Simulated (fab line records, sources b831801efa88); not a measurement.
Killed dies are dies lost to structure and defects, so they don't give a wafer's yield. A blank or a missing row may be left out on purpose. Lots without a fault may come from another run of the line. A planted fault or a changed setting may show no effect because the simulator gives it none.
A struck lot beside a sound one | flow gf180mcu | 43 steps out of a route of 602
Sound: wafers L314.1, L314.3, L314.5. Struck: wafers L333.2, L333.4, L333.5. The cause comes at the end.
At each step with rows: each side's tool, then ch and its chambers, then its first start. Under that, the readings that differ: sound wafers | struck wafers | difference of the means | sigmas: that difference in standard deviations of wafers without a fault.
alike: readings whose means differ by less than 2 such deviations, and words and numbers that are the same on both sides. not compared: withheld readings, readings that some wafer has no value for, bounds like >300 that may hide the same value, and numbers for which the record gives no deviation and whose values overlap.
The two part at a step that has a row with sigmas, a row that says differs or no value, or rows on one side only. Numbers that don't overlap but have no deviation are shown without sigmas and don't part them. A reading that every wafer of one side lacks parts them only if that side has two wafers or more.

first, 2 steps without rows for these wafers: GF_NWELL_IMPLANT_08; GF_NWELL_IMPLANT_09.
GF_NWELL_STRIP_10: strips in O2/N2.
  sound on plasma_asher-02 ch 0, day 3 17:11; struck on plasma_asher-02 ch 1, day 8 02:07
  alike: drypump_motor_current_A, heater_power_w, oes_product_au, platen_temp_c, strip_time_to_endpoint_s
  not compared: rf_hours_counter_h
GF_NWELL_TW_MEAS_11:
  sound on film_metro-01, day 3 17:17; struck on film_metro-01, day 8 02:13
  alike: NWELL_TW
then, 7 steps without rows for these wafers: GF_LVPWELL_DEHYDRATE_00 (time 60 s); GF_LVPWELL_HMDS_01 (prime time 60 s); GF_LVPWELL_COAT_02 (resist thk 3000 nm); GF_LVPWELL_SOFTBAKE_03; GF_LVPWELL_EXPOSE_04 (exposes mask LVPWELL, target cd 600 nm); GF_LVPWELL_PEB_05; GF_LVPWELL_DEVELOP_06 (develop time 60 s).
GF_LVPWELL_OVL_MEAS_07:
  sound on overlay-01, day 4 06:36; struck on overlay-01, day 8 18:43
  alike: LVPWELL_OVL
GF_LVPWELL_IMPLANT_08:
  sound on implanter-04 ch 0, day 4 06:38; struck on implanter-04, day 8 18:46
  no value came back on the struck wafers for beam_energy_keV, beam_on_s (s); on the sound wafers beam_energy_keV reads 169.96 169.93 170.01
then, 1 step without rows for these wafers: GF_LVPWELL_IMPLANT_09.
GF_LVPWELL_STRIP_10: strips in O2/N2.
  sound on plasma_asher-04 ch 0,1, day 4 06:56; struck on plasma_asher-03 ch 0,1, day 8 19:02
  reading                     | sound          | struck         | difference | sigmas
  drypump_motor_current_A (A) | 5.91 5.90 5.76 | 6.38 6.37 6.65 | +0.61      | +2
  alike: heater_power_w, oes_product_au, platen_temp_c, strip_time_to_endpoint_s
  not compared: rf_hours_counter_h
GF_LVPWELL_TW_MEAS_11:
  sound on film_metro-04, day 4 07:02; struck on film_metro-02, day 8 19:09
  reading    | sound       | struck      | difference | sigmas
  LVPWELL_TW | 562 563 559 | 335 333 333 | -228       | -58
then, 7 steps without rows for these wafers: GF_MVSD_DEHYDRATE_00 (time 60 s); GF_MVSD_HMDS_01 (prime time 60 s); GF_MVSD_COAT_02 (resist thk 3000 nm); GF_MVSD_SOFTBAKE_03; GF_MVSD_EXPOSE_04 (exposes mask MVSD, target cd 1000 nm); GF_MVSD_PEB_05; GF_MVSD_DEVELOP_06 (develop time 60 s).
GF_MVSD_OVL_MEAS_07:
  sound on overlay-01, day 4 20:39; struck on overlay-02, day 9 11:43
  alike: MVSD_OVL
then, 2 steps without rows for these wafers: GF_MVSD_IMPLANT_08; GF_MVSD_IMPLANT_09.
GF_MVSD_STRIP_10: strips in O2/N2.
  sound on plasma_asher-01 ch 0,1, day 4 20:59; struck on plasma_asher-02 ch 0,1, day 9 12:02
  alike: drypump_motor_current_A, heater_power_w, oes_product_au, platen_temp_c, strip_time_to_endpoint_s
  not compared: rf_hours_counter_h
GF_MVSD_TW_MEAS_11:
  sound on film_metro-02, day 4 21:05; struck on film_metro-04, day 9 12:09
  alike: MVSD_TW
then, 7 steps without rows for these wafers: GF_MVPSD_DEHYDRATE_00 (time 60 s); GF_MVPSD_HMDS_01 (prime time 60 s); GF_MVPSD_COAT_02 (resist thk 3000 nm); GF_MVPSD_SOFTBAKE_03; GF_MVPSD_EXPOSE_04 (exposes mask MVPSD, target cd 1000 nm); GF_MVPSD_PEB_05; GF_MVPSD_DEVELOP_06 (develop time 60 s).
GF_MVPSD_OVL_MEAS_07:
  sound on overlay-02, day 5 10:44; struck on overlay-02, day 10 04:26
  alike: MVPSD_OVL
then, 2 steps without rows for these wafers: GF_MVPSD_IMPLANT_08; GF_MVPSD_IMPLANT_09.
GF_MVPSD_STRIP_10: strips in O2/N2.
  sound on plasma_asher-02 ch 0,1, day 5 11:04; struck on plasma_asher-04 ch 0,1, day 10 04:46
  alike: drypump_motor_current_A, heater_power_w, oes_product_au, platen_temp_c, strip_time_to_endpoint_s
  not compared: rf_hours_counter_h
GF_MVPSD_TW_MEAS_11:
  sound on film_metro-02, day 5 11:10; struck on film_metro-02, day 10 04:52
  alike: MVPSD_TW
then, 2 steps without rows for these wafers: GF_VT_IMPLANT_DEHYDRATE_00 (time 60 s); GF_VT_IMPLANT_HMDS_01 (prime time 60 s).
-- the record jumps here: 3 days lie between the struck wafers' starts before and after --
GF_VT_IMPLANT_RS_MEAS_48: measures by four-point-probe.
  sound on film_metro-02, day 8 00:55; struck on film_metro-01, day 13 08:55
  reading             | sound          | struck         | difference | sigmas
  LVPWELL_RS (ohm/sq) | 1198 1197 1198 | 3824 3824 3823 | +2626      | +99 or more

WHERE THEY PART
First at GF_LVPWELL_IMPLANT_08; last, within this record, at GF_VT_IMPLANT_RS_MEAS_48.

WHY: what the simulator had put in
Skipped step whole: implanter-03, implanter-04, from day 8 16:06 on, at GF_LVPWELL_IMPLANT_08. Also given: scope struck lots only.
